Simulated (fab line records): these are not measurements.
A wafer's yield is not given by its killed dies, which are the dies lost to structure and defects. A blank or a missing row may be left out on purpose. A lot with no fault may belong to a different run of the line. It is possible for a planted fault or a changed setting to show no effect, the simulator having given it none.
Matching of chambers	flow gf180mcu	GF_HV_LDD_CLEAN_51 on wet bench-04 has 4 sister chambers
The step cleans in SC1/SC2, time 150 s. 8 wafers are shown with their chamber, then 7 later ones without.

EACH WAFER AND ITS CHAMBER
wafer	chamber	temp c (C)
L076.5	1	69.93
L076.6	1	69.93
L085.2	3	69.99
L085.6	3	70.07
L088.4	0	70.02
L088.6	0	69.85
L092.1	2	70.05
L092.3	2	70.05

WAFERS WITHOUT THEIR CHAMBER
wafer	temp c (C)
L092.5	70.09
L094.3	69.87
L094.4	69.92
L094.6	70.02
L096.1	70.12
L096.5	70.00
L096.6	69.90

EACH ONE'S CHAMBER
wafer	from the rows above	in truth
L092.5	can't be placed: 2 or 3 or 0 or 1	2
L094.3	can't be placed: 1 or 0 or 3 or 2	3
L094.4	can't be placed: 1 or 0 or 3 or 2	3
L094.6	can't be placed: 3 or 2 or 0 or 1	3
L096.1	can't be placed: 2 or 3 or 0 or 1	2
L096.5	can't be placed: 3 or 2 or 0 or 1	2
L096.6	can't be placed: 1 or 0 or 3 or 2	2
Placed correctly: 0 of 7. These rows do not allow placing 7 (true chamber among the candidates in 7). Wrongly placed: 0.
How it was worked out, from the rows above alone: a wafer's distance from a chamber is the root of the sum, over the readings, of the square of ((its reading less the chamber's mean) divided by the reading's scatter). If the next closest chamber is less than 2 further off than the closest, the wafer can't be placed; otherwise it belongs to the closest. The mean given for a chamber averages the wafers shown for that chamber. The scatter is the square root of a quotient: the sum, over the shown wafers, of each reading's squared deviation from its chamber's mean, divided by wafers minus chambers.
